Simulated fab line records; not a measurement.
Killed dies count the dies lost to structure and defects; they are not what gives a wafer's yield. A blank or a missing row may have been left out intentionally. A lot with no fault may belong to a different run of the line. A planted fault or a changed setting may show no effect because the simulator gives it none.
2 desks, one fault | flow gf180mcu | what lay behind the numbers comes last; until then each desk has only its own

## FROM THE METROLOGY DESK
Means of the sampled wafers that have a number, per lot and without regard to the tool the lot ran on: this is what the gauges read. Marked OUT: a lot whose mean sits more than 4 standard deviations from the usual mean, which makes it out of limits; the brackets give that distance.
Columns: A = V2_CVD_00_THK at GF_V2_THK_MEAS_01, usual 602 nm; B = V2_OVL at GF_V2_OVL_MEAS_15, usual -3 nm; C = M3_ALCU_RS at GF_M3_RS_MEAS_05, usual 0.0696 ohm/sq; D = M3_ALCU_THK at GF_M3_THK_MEAS_06, usual 446 nm
lot  | first seen here | A   | B   | C                 | D
L768 | day 19 02:19    | 597 | 1   | 0.0703            | 441
L769 | day 19 08:30    | 601 | -5  | 0.0698            | 444
L773 | day 21 02:45    | 595 | -6  | 0.0698            | 444
L775 | day 21 22:55    | 602 | 9   | 0.0758 (+7.7) OUT | 416 (-5.7) OUT
L777 | day 22 16:19    | 606 | 6   | 0.0733 (+4.6) OUT | 425
L778 | day 23 02:45    | 609 | -1  | 0.0688            | 450
L781 | day 24 06:22    | 598 | -8  | 0.0696            | 448
L783 | day 24 18:50    | 600 | -11 | 0.0702            | 444
L788 | day 26 08:53    | 601 | -5  | 0.0700            | 444
L789 | day 26 11:04    | 600 | -6  | 0.0695            | 446
L790 | day 26 18:23    | 591 | -7  | 0.0689            | 450
L791 | day 27 04:23    | 597 | -4  | 0.0693            | 451
This desk's finding: out of limits on L775, L777; first on L775, day 23 00:31 (M3_ALCU_RS at GF_M3_RS_MEAS_05). In limits: L768, L769, L773, L778, L781, L783, L788, L789, L790, L791.

## AT THE TOOL OWNER'S DESK: pvdSputter-02
The tool's own readings at GF_M3_SPUTTER_02 (material AlCu, target thk 450 nm, time 23.9 s): means of the sampled wafers that have a number, for each lot that ran on this tool. Marked OUT: a lot whose mean sits more than 4 standard deviations from the usual mean, which makes it out of limits; the brackets give that distance.
Columns: A = throttleValvePct at GF_M3_SPUTTER_02, usual 30.4 %
lot  | first seen here | A
L773 | day 22 04:53    | 30.3
L775 | day 23 00:20    | 30.1
L777 | day 23 17:38    | 30.5
L788 | day 27 07:19    | 31.0
L790 | day 27 17:01    | 31.1
This desk's verdict: no lot among the 5 shows anything out of limits.

## TAKEN TOGETHER
Metrology desk: alarm possible at day 23 00:31 on L775, L777.
Nothing out of limits was seen by the tool owner's desk.
Tool owner's desk: L775, L777 on record, inside its limits.
All the named lots went through GF_M3_SPUTTER_02 on pvdSputter-02.

## WHAT HAD BEEN PUT IN BY THE SIMULATOR
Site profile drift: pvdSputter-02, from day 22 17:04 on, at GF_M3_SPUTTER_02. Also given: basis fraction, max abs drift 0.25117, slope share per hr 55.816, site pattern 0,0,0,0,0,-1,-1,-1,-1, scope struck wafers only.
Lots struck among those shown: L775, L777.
Time in hours between the start of the fault and the first out-of-limits reading at each desk: metrology desk, 7.
